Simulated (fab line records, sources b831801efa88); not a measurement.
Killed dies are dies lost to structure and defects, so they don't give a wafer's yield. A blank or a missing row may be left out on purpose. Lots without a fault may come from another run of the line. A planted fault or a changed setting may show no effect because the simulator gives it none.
Which tool did it? | flow sky130 | 24 lots, 72 wafers sampled, at 6 steps of a route of 708

WHAT THE GAUGES READ, wafer by wafer
SKY_POLY_GATE_THK_MEAS_21. Usual: POLY_GATE_OXIDATION_THK 3.97 nm, standard deviation 0.083.
lot  | measured     | on            | POLY_GATE_OXIDATION_THK (nm) | flag
L074 | day 16 15:47 | film_metro-03 | 3.95 3.96 3.94               |
L075 | day 17 02:05 | film_metro-04 | 4.03 4.02 4.07               |
L076 | day 17 07:07 | film_metro-03 | 4.08 3.96 4.00               |
L077 | day 17 17:38 | film_metro-02 | 3.85 3.91 3.90               |
L078 | day 18 03:47 | film_metro-02 | 4.12 4.12 4.03               |
L079 | day 18 07:19 | film_metro-04 | 4.05 4.07 4.02               |
L080 | day 18 16:04 | film_metro-03 | 4.15 4.12 4.08               |
L081 | day 19 01:52 | film_metro-04 | 3.89 3.94 3.88               |
L082 | day 19 18:13 | film_metro-04 | 3.81 3.89 3.92               |
L083 | day 19 20:49 | film_metro-02 | 4.07 4.00 4.02               |
L084 | day 20 06:08 | film_metro-02 | 4.00 4.02 4.00               |
L085 | day 20 15:41 | film_metro-04 | 3.92 3.80 3.80               |
L086 | day 21 01:44 | film_metro-02 | 4.03 4.10 4.05               |
L087 | day 21 09:08 | film_metro-02 | 3.92 3.96 3.96               |
L088 | day 21 17:33 | film_metro-04 | 3.98 3.86 3.89               |
L089 | day 22 03:57 | film_metro-04 | 3.91 3.82 3.94               |
L090 | day 22 10:14 | film_metro-04 | 3.88 3.81 3.88               |
L091 | day 22 23:27 | film_metro-03 | 3.85 4.00 3.85               |
L092 | day 23 08:46 | film_metro-04 | 4.04 4.07 4.10               |
L093 | day 23 12:31 | film_metro-03 | 3.95 3.91 4.10               |
L094 | day 23 21:25 | film_metro-04 | 3.98 4.03 4.00               |
L095 | day 24 04:10 | film_metro-04 | 3.97 4.00 4.00               |
L096 | day 24 10:23 | film_metro-02 | 4.14 4.06 4.04               |
L097 | day 24 13:50 | film_metro-03 | 4.00 4.01 3.94               |

SKY_CONTACT_OVL_MEAS_15. Usual: CONTACT_OVL 3 nm, standard deviation 7.5.
lot  | measured     | on         | CONTACT_OVL (nm) | flag
L074 | day 31 19:15 | overlay-01 | -5 -9 -12        |
L075 | day 32 05:04 | overlay-02 | 14 19 16         |
L076 | day 32 09:18 | overlay-01 | 3 5 3            |
L077 | day 32 20:17 | overlay-01 | 0 -3 -7          |
L078 | day 33 04:15 | overlay-01 | -13 -6 -1        |
L079 | day 33 06:57 | overlay-01 | 4 3 -3           |
L080 | day 33 16:23 | overlay-02 | 10 10 10         |
L081 | day 34 00:47 | overlay-01 | -3 -3 0          |
L082 | day 34 13:10 | overlay-01 | 9 17 16          |
L083 | day 34 19:13 | overlay-02 | -2 8 -3          |
L084 | day 34 23:26 | overlay-01 | 4 -4 1           |
L085 | day 35 07:48 | overlay-02 | 3 6 2            |
L086 | day 35 15:20 | overlay-01 | 0 -1 6           |
L087 | day 35 22:03 | overlay-01 | 14 7 11          |
L088 | day 36 05:42 | overlay-02 | -5 -3 1          |
L089 | day 36 14:45 | overlay-02 | 9 0 8            |
L090 | day 36 20:19 | overlay-01 | 6 18 16          |
L091 | day 37 06:33 | overlay-02 | 19 18 9          |
L092 | day 37 12:48 | overlay-01 | 1 7 5            |
L093 | day 37 17:35 | overlay-01 | 7 2 -1           |
L094 | day 38 01:26 | overlay-01 | -2 -1 2          |
L095 | day 38 07:20 | overlay-01 | 3 -13 -6         |
L096 | day 38 13:34 | overlay-02 | -7 -1 -4         |
L097 | day 39 04:37 | overlay-01 | 8 1 4            |

SKY_VIA3_OVL_MEAS_13. Usual: VIA3_OVL -1 nm, standard deviation 5.6.
lot  | measured     | on         | VIA3_OVL (nm) | flag
L074 | day 39 20:45 | overlay-02 | 9 -1 2        |
L075 | day 40 07:10 | overlay-01 | 8 3 4         |
L076 | day 40 10:06 | overlay-01 | -8 -9 8       |
L077 | day 40 20:24 | overlay-01 | -3 -13 -3     |
L078 | day 41 03:18 | overlay-01 | -3 -1 -3      |
L079 | day 41 06:03 | overlay-01 | 6 3 0         |
L080 | day 41 15:12 | overlay-01 | -6 3 -4       |
L081 | day 41 21:00 | overlay-02 | -3 3 3        |
L082 | day 42 09:39 | overlay-01 | -3 -3 3       |
L083 | day 42 14:35 | overlay-01 | 3 -2 0        |
L084 | day 42 18:42 | overlay-01 | 1 3 9         |
L085 | day 43 00:30 | overlay-01 | -2 4 6        |
L086 | day 43 07:23 | overlay-02 | 3 -4 -4       |
L087 | day 43 15:03 | overlay-01 | -4 1 7        |
L088 | day 43 20:54 | overlay-01 | 4 5 -2        |
L089 | day 44 05:48 | overlay-02 | -9 2 -9       |
L090 | day 44 09:24 | overlay-02 | 2 -1 5        |
L091 | day 44 18:08 | overlay-02 | 0 12 4        |
L092 | day 44 22:08 | overlay-02 | -2 -6 -15     |
L093 | day 45 03:22 | overlay-01 | 0 -4 1        |
L094 | day 45 10:26 | overlay-01 | 7 4 3         |
L095 | day 45 15:21 | overlay-01 | -5 0 5        |
L096 | day 45 20:04 | overlay-01 | -4 -8 -5      |
L097 | day 46 08:18 | overlay-02 | 2 -9 -2       |

SKY_CAP2M_RS_MEAS_03: measures by four-point-probe. Usual: CAP2M_TIN_RS 6.96 ohm/sq, standard deviation 0.061.
lot  | measured     | on            | CAP2M_TIN_RS (ohm/sq) | flag
L074 | day 39 22:30 | film_metro-03 | 6.84 6.96 6.87        |
L075 | day 40 08:56 | film_metro-03 | 6.98 7.06 7.01        |
L076 | day 40 11:50 | film_metro-01 | 6.93 6.90 6.96        |
L077 | day 40 22:08 | film_metro-04 | 6.95 7.01 6.94        |
L078 | day 41 05:04 | film_metro-03 | 6.94 6.95 6.85        |
L079 | day 41 07:52 | film_metro-01 | 6.91 6.92 6.90        |
L080 | day 41 16:57 | film_metro-03 | 6.79 6.89 6.84        |
L081 | day 41 22:44 | film_metro-04 | 7.01 6.98 7.00        |
L082 | day 42 11:25 | film_metro-03 | 7.04 7.02 7.07        |
L083 | day 42 16:25 | film_metro-04 | 7.03 6.93 7.02        |
L084 | day 42 20:28 | film_metro-04 | 6.96 6.97 6.98        |
L085 | day 43 02:19 | film_metro-03 | 6.93 6.93 6.84        |
L086 | day 43 09:10 | film_metro-01 | 6.91 7.00 7.07        |
L087 | day 43 16:49 | film_metro-01 | 7.02 6.96 7.01        |
L088 | day 43 23:04 | film_metro-04 | 6.94 7.00 6.98        |
L089 | day 44 07:41 | film_metro-04 | 6.98 7.05 7.01        |
L090 | day 44 11:10 | film_metro-03 | 6.88 6.90 6.86        |
L091 | day 44 20:00 | film_metro-01 | 7.04 6.94 7.00        |
L092 | day 44 23:53 | film_metro-04 | 6.97 6.97 6.93        |
L093 | day 45 05:09 | film_metro-03 | 6.95 6.97 6.92        |
L094 | day 45 12:13 | film_metro-04 | 6.89 6.96 6.95        |
L095 | day 45 17:05 | film_metro-03 | 6.95 6.98 7.00        |
L096 | day 45 21:52 | film_metro-04 | 7.01 6.95 7.02        |
L097 | day 46 10:04 | film_metro-01 | 6.94 6.90 6.89        |

SKY_VIA4_OVL_MEAS_11. Usual: VIA4_OVL 1.5 nm, standard deviation 1.5.
lot  | measured     | on         | VIA4_OVL (nm)  | flag
L074 | day 42 23:47 | overlay-01 | 0.5 2.0 0.9    |
L075 | day 43 09:20 | overlay-01 | 2.2 2.4 2.6    |
L076 | day 43 13:41 | overlay-02 | 1.5 1.4 2.5    |
L077 | day 43 22:11 | overlay-02 | 1.6 2.5 -0.8   |
L078 | day 44 05:02 | overlay-01 | 2.0 1.3 3.1    |
L079 | day 44 08:11 | overlay-01 | 1.6 0.2 -0.9   |
L080 | day 44 17:14 | overlay-02 | -0.6 1.3 0.0   |
L081 | day 44 20:59 | overlay-02 | 2.7 3.2 3.5    |
L082 | day 45 07:51 | overlay-02 | 0.6 0.3 -0.1   |
L083 | day 45 14:50 | overlay-01 | 0.3 2.2 0.1    |
L084 | day 45 16:59 | overlay-02 | 3.5 3.0 3.2    |
L085 | day 45 22:59 | overlay-01 | 1.8 1.3 0.9    |
L086 | day 46 04:59 | overlay-02 | 2.7 2.7 2.4    |
L087 | day 46 13:08 | overlay-02 | 0.0 -0.5 0.8   |
L088 | day 46 17:29 | overlay-01 | 3.6 3.1 2.5    |
L089 | day 46 23:56 | overlay-01 | 1.1 3.1 1.6    |
L090 | day 47 04:14 | overlay-01 | 2.9 2.5 3.9    |
L091 | day 47 12:06 | overlay-01 | 2.7 2.4 1.1    |
L092 | day 47 15:38 | overlay-02 | 2.7 1.7 1.8    |
L093 | day 47 19:47 | overlay-01 | 3.0 3.1 3.4    |
L094 | day 48 03:23 | overlay-02 | 2.4 1.0 0.1    |
L095 | day 48 08:53 | overlay-02 | -1.4 -0.5 -2.8 |
L096 | day 48 11:56 | overlay-02 | -0.3 0.4 0.0   |
L097 | day 48 21:41 | overlay-02 | 2.7 4.4 3.0    |

WHICH TOOL RAN EACH LOT (tool, then ch and the chambers of the sampled wafers, then the start)
lot  | SKY_VIA3_STRIP_16
L074 | plasma_asher-01 ch 0, day 39 20:53
L075 | plasma_asher-03 ch 0,1, day 40 07:19
L076 | plasma_asher-03 ch 0,1, day 40 10:14
L077 | plasma_asher-01 ch 0,1, day 40 20:32
L078 | plasma_asher-01 ch 0,1, day 41 03:26
L079 | plasma_asher-01 ch 0,1, day 41 06:11
L080 | plasma_asher-03 ch 0,1, day 41 15:20
L081 | plasma_asher-04 ch 0,1, day 41 21:08
L082 | plasma_asher-01 ch 0,1, day 42 09:49
L083 | plasma_asher-01 ch 0,1, day 42 14:43
L084 | plasma_asher-03 ch 0,1, day 42 18:50
L085 | plasma_asher-04 ch 0,1, day 43 00:38
L086 | plasma_asher-01 ch 0,1, day 43 07:31
L087 | plasma_asher-04 ch 0,1, day 43 15:11
L088 | plasma_asher-01 ch 0,1, day 43 21:04
L089 | plasma_asher-01 ch 0,1, day 44 05:58
L090 | plasma_asher-04 ch 0, day 44 09:32
L091 | plasma_asher-04 ch 0,1, day 44 18:17
L092 | plasma_asher-01 ch 0,1, day 44 22:16
L093 | plasma_asher-04 ch 0, day 45 03:29
L094 | plasma_asher-03 ch 0,1, day 45 10:34
L095 | plasma_asher-03 ch 0,1, day 45 15:29
L096 | plasma_asher-04 ch 0,1, day 45 20:13
L097 | plasma_asher-04 ch 0,1, day 46 08:26
- SKY_VIA3_STRIP_16: strips in O2/N2.

WHAT THE TOOLS THEMSELVES READ (means of the sampled wafers that have a number; where no wafer has one, the mark that the record gives instead)
SKY_VIA3_STRIP_16. Usual: drypump_motor_current_A 5.3 A, standard deviation 0.5; oes_product_au 0.402 a.u., standard deviation 0.0047; strip_time_to_endpoint_s 4.124 s, standard deviation 0.029.
lot  | tool            | drypump_motor_current_A (A) | oes_product_au (a.u.) | strip_time_to_endpoint_s (s) | flag
L074 | plasma_asher-01 | 4.9                         | 0.402                 | 4.153                        |
L075 | plasma_asher-03 | 5.4                         | 0.399                 | 4.108                        |
L076 | plasma_asher-03 | 6.0                         | 0.404                 | 4.142                        |
L077 | plasma_asher-01 | 5.1                         | 0.407                 | 4.117                        |
L078 | plasma_asher-01 | 5.4                         | 0.400                 | 4.111                        |
L079 | plasma_asher-01 | 5.4                         | 0.402                 | 4.112                        |
L080 | plasma_asher-03 | 6.0                         | 0.400                 | 4.124                        |
L081 | plasma_asher-04 | 5.1                         | 0.400                 | 4.111                        |
L082 | plasma_asher-01 | 5.1                         | 0.399                 | 4.123                        |
L083 | plasma_asher-01 | 5.1                         | 0.405                 | 4.130                        |
L084 | plasma_asher-03 | 6.0                         | 0.404                 | 4.123                        |
L085 | plasma_asher-04 | 5.3                         | 0.399                 | 4.148                        |
L086 | plasma_asher-01 | 5.1                         | 0.405                 | 4.116                        |
L087 | plasma_asher-04 | 5.3                         | 0.403                 | 4.170                        |
L088 | plasma_asher-01 | 5.1                         | 0.398                 | 4.134                        |
L089 | plasma_asher-01 | 5.4                         | 0.402                 | 4.129                        |
L090 | plasma_asher-04 | 5.0                         | 0.402                 | 4.109                        |
L091 | plasma_asher-04 | 5.1                         | 0.401                 | 4.113                        |
L092 | plasma_asher-01 | 5.1                         | 0.405                 | 4.131                        |
L093 | plasma_asher-04 | 5.0                         | 0.400                 | 4.126                        |
L094 | plasma_asher-03 | 5.4                         | 0.406                 | 4.139                        |
L095 | plasma_asher-03 | 6.0                         | 0.404                 | 4.102                        |
L096 | plasma_asher-04 | 5.1                         | 0.407                 | 4.142                        |
L097 | plasma_asher-04 | 5.1                         | 0.398                 | 4.097                        |

THE ANSWER, worked out from the rows above alone
Rule: a lot is off if the mean of its wafers that have a number lies more than 3 standard deviations from the usual mean. A lot without any number at a reading at which 4 lots or more have one is off too. The other lots that the step has rows for count as sound. The gauges are gone through in route order, then the tools' own readings, and for those a lot's mean is taken as printed above. The first step at which some lot is off is used, and at that step the reading that is off furthest; a lot without a number counts as furthest.
No lot is off at any reading shown: from this, nothing can be told.

WHAT THE SIMULATOR HAD PUT IN
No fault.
